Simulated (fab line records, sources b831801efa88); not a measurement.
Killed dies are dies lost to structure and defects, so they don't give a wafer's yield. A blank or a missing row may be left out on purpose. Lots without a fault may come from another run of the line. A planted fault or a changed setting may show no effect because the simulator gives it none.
Which tool did it? | flow sky130 | 14 lots, 42 wafers sampled, at 5 steps of a route of 708

WHAT THE GAUGES READ, wafer by wafer
SKY_VIA2_BOW_MEAS_03. Usual: VIA2_BOW 87 um, standard deviation 7.5.
lot  | measured     | on            | VIA2_BOW (um) | flag
L995 | day 35 08:20 | film_metro-01 | 81 88 88      |
L996 | day 35 23:41 | film_metro-03 | 92 93 90      |
L997 | day 36 05:50 | film_metro-03 | 93 94 96      |
L100 | day 37 02:27 | film_metro-03 | 89 93 98      |
L999 | day 37 05:48 | film_metro-01 | 74 95 74      |
L101 | day 38 05:03 | film_metro-03 | 92 95 100     |
L103 | day 38 06:38 | film_metro-02 | 74 75 85      |
L104 | day 38 15:11 | film_metro-01 | 86 80 85      |
L105 | day 39 01:13 | film_metro-03 | 84 94 75      |
L106 | day 39 08:52 | film_metro-02 | 123 123 128   | OFF
L107 | day 39 13:19 | film_metro-02 | 122 119 114   | OFF
L108 | day 39 14:19 | film_metro-01 | 81 81 79      |
L116 | day 41 16:25 | film_metro-03 | 81 89 92      |
L117 | day 42 03:20 | film_metro-03 | 91 79 84      |

SKY_VIA2_CD_MEAS_12: target cd 200 nm. Usual: cd_nm 200.4 nm, standard deviation 1.4.
lot  | measured     | on        | cd_nm (nm)        | flag
L995 | day 36 10:53 | cd_sem-02 | 199.7 199.0 199.2 |
L996 | day 37 01:53 | cd_sem-02 | 200.1 199.9 201.6 |
L997 | day 37 08:48 | cd_sem-01 | 199.1 200.2 201.1 |
L100 | day 38 04:56 | cd_sem-01 | 201.7 201.7 199.8 |
L999 | day 38 07:49 | cd_sem-02 | 202.3 200.6 199.3 |
L101 | day 39 06:14 | cd_sem-02 | 199.7 200.9 201.4 |
L103 | day 39 07:05 | cd_sem-01 | 196.9 197.9 198.5 |
L104 | day 39 16:18 | cd_sem-01 | 196.7 198.1 197.7 |
L105 | day 40 01:48 | cd_sem-02 | 201.4 201.6 202.0 |
L106 | day 40 09:55 | cd_sem-02 | 200.1 199.2 200.9 |
L107 | day 40 14:01 | cd_sem-01 | 200.6 201.9 201.3 |
L108 | day 40 14:55 | cd_sem-02 | 201.6 198.5 200.7 |
L116 | day 42 16:08 | cd_sem-02 | 200.0 202.1 198.7 |
L117 | day 43 02:45 | cd_sem-01 | 200.6 200.4 201.4 |

SKY_VIA2_OVL_MEAS_13. Usual: VIA2_OVL 3 nm, standard deviation 5.6.
lot  | measured     | on         | VIA2_OVL (nm) | flag
L995 | day 36 11:00 | overlay-01 | 10 7 7        |
L996 | day 37 02:00 | overlay-01 | 17 2 11       |
L997 | day 37 08:55 | overlay-01 | 0 9 7         |
L100 | day 38 05:02 | overlay-01 | 7 3 1         |
L999 | day 38 07:56 | overlay-01 | -1 9 11       |
L101 | day 39 06:20 | overlay-01 | 9 -1 5        |
L103 | day 39 07:12 | overlay-01 | -4 -3 -1      |
L104 | day 39 16:24 | overlay-01 | 3 1 1         |
L105 | day 40 01:55 | overlay-01 | 18 20 11      |
L106 | day 40 10:02 | overlay-02 | 1 3 3         |
L107 | day 40 14:07 | overlay-01 | 0 2 0         |
L108 | day 40 15:02 | overlay-02 | 7 -9 5        |
L116 | day 42 16:14 | overlay-02 | -5 0 0        |
L117 | day 43 02:51 | overlay-01 | -2 -5 0       |

WHICH TOOL RAN EACH LOT (tool, then ch and the chambers of the sampled wafers, then the start)
lot  | SKY_VIA1_CVD_21               | SKY_VIA2_CMP_02
L995 | cvd_w-01 ch 0,1, day 34 03:36 | cmp-01 ch 2,3, day 35 08:02
L996 | cvd_w-01 ch 0,1, day 34 19:25 | cmp-02 ch 1,3, day 35 23:26
L997 | cvd_w-02 ch 0, day 35 00:57   | cmp-02 ch 0,1, day 36 05:32
L100 | cvd_w-02 ch 0,1, day 35 22:14 | cmp-02 ch 0,1,2, day 37 02:07
L999 | cvd_w-02 ch 0,1, day 36 01:54 | cmp-02 ch 0,3, day 37 05:32
L101 | cvd_w-01 ch 0,1, day 37 00:22 | cmp-01 ch 1,2,3, day 38 04:49
L103 | cvd_w-01 ch 0,1, day 37 02:01 | cmp-02 ch 1,2, day 38 06:20
L104 | cvd_w-01 ch 0,1, day 37 10:46 | cmp-01 ch 2,3, day 38 14:52
L105 | cvd_w-01 ch 0,1, day 37 21:20 | cmp-01 ch 0,1, day 39 00:55
L106 | cvd_w-02 ch 0,1, day 38 05:27 | cmp-01 ch 0,2, day 39 08:32
L107 | cvd_w-01 ch 0,1, day 38 10:29 | cmp-02 ch 2,3, day 39 13:02
L108 | cvd_w-02 ch 0,1, day 38 11:49 | cmp-01 ch 1,2,3, day 39 14:03
L116 | cvd_w-02 ch 0,1, day 40 14:05 | cmp-01 ch 1,2,3, day 41 16:11
L117 | cvd_w-01 ch 0,1, day 41 00:51 | cmp-02 ch 0,2, day 42 03:01
- SKY_VIA1_CVD_21: deposits W, target thk 270 nm, time 80.902 s.
- SKY_VIA2_CMP_02: polishes SiO2.

WHAT THE TOOLS THEMSELVES READ (means of the sampled wafers that have a number; where no wafer has one, the mark that the record gives instead)
SKY_VIA1_CVD_21. Usual: heater_power_w 834 W, standard deviation 62; susceptor_temp_C 399.98 C, standard deviation 0.21.
lot  | tool     | heater_power_w (W) | susceptor_temp_C (C) | flag
L995 | cvd_w-01 | 875                | 399.96               |
L996 | cvd_w-01 | 858                | 400.14               |
L997 | cvd_w-02 | 767                | 399.78               |
L100 | cvd_w-02 | 813                | 399.88               |
L999 | cvd_w-02 | 787                | 400.23               |
L101 | cvd_w-01 | 869                | 399.95               |
L103 | cvd_w-01 | 885                | 399.96               |
L104 | cvd_w-01 | 856                | 399.96               |
L105 | cvd_w-01 | 892                | 399.93               |
L106 | cvd_w-02 | 814                | 400.02               |
L107 | cvd_w-01 | 897                | 399.84               |
L108 | cvd_w-02 | 779                | 399.95               |
L116 | cvd_w-02 | 820                | 400.11               |
L117 | cvd_w-01 | 884                | 399.90               |

SKY_VIA2_CMP_02. Usual: edge_zone_pressure_frac 1.001, standard deviation 0.0046; head_pressure_psi 4.000 psi, standard deviation 0.0087; motor_current_A 11.9 A, standard deviation 1.3; slurry_flow_ml_min 150.0, standard deviation 0.45.
lot  | tool   | edge_zone_pressure_frac | head_pressure_psi (psi) | motor_current_A (A) | slurry_flow_ml_min | flag
L995 | cmp-01 | 1.001                   | 4.011                   | 10.9                | 149.8              |
L996 | cmp-02 | 1.003                   | 3.996                   | 13.7                | 149.6              |
L997 | cmp-02 | 0.998                   | 3.997                   | 11.5                | 150.6              |
L100 | cmp-02 | 1.004                   | 3.999                   | 11.6                | 150.3              |
L999 | cmp-02 | 1.005                   | 4.001                   | 13.0                | 149.8              |
L101 | cmp-01 | 0.999                   | 3.995                   | 10.8                | 150.1              |
L103 | cmp-02 | 0.998                   | 4.004                   | 11.8                | 150.3              |
L104 | cmp-01 | 1.001                   | 4.002                   | 11.1                | 150.0              |
L105 | cmp-01 | 1.001                   | 4.004                   | 12.1                | 149.5              |
L106 | cmp-01 | -                       | -                       | -                   | -                  | OFF
L107 | cmp-02 | -                       | -                       | -                   | -                  | OFF
L108 | cmp-01 | 1.003                   | 4.006                   | 10.7                | 149.5              |
L116 | cmp-01 | 0.998                   | 4.002                   | 10.4                | 150.0              |
L117 | cmp-02 | 0.999                   | 3.992                   | 11.8                | 150.1              |

THE ANSWER, worked out from the rows above alone
Rule: a lot is off if the mean of its wafers that have a number lies more than 3 standard deviations from the usual mean. A lot without any number at a reading at which 4 lots or more have one is off too. The other lots that the step has rows for count as sound. The gauges are gone through in route order, then the tools' own readings, and for those a lot's mean is taken as printed above. The first step at which some lot is off is used, and at that step the reading that is off furthest; a lot without a number counts as furthest.
Off: L106, L107, at SKY_VIA2_BOW_MEAS_03 (VIA2_BOW).
A tool fits if, at a process step before that reading, it ran every lot that is off, and no sound lot after the first of them. The gauges at SKY_VIA2_BOW_MEAS_03 aren't tried: what is off there is off at SKY_VIA2_CMP_02 too, on other tools, and a gauge's error can't cause that. None of those tried fits.

WHAT THE SIMULATOR HAD PUT IN
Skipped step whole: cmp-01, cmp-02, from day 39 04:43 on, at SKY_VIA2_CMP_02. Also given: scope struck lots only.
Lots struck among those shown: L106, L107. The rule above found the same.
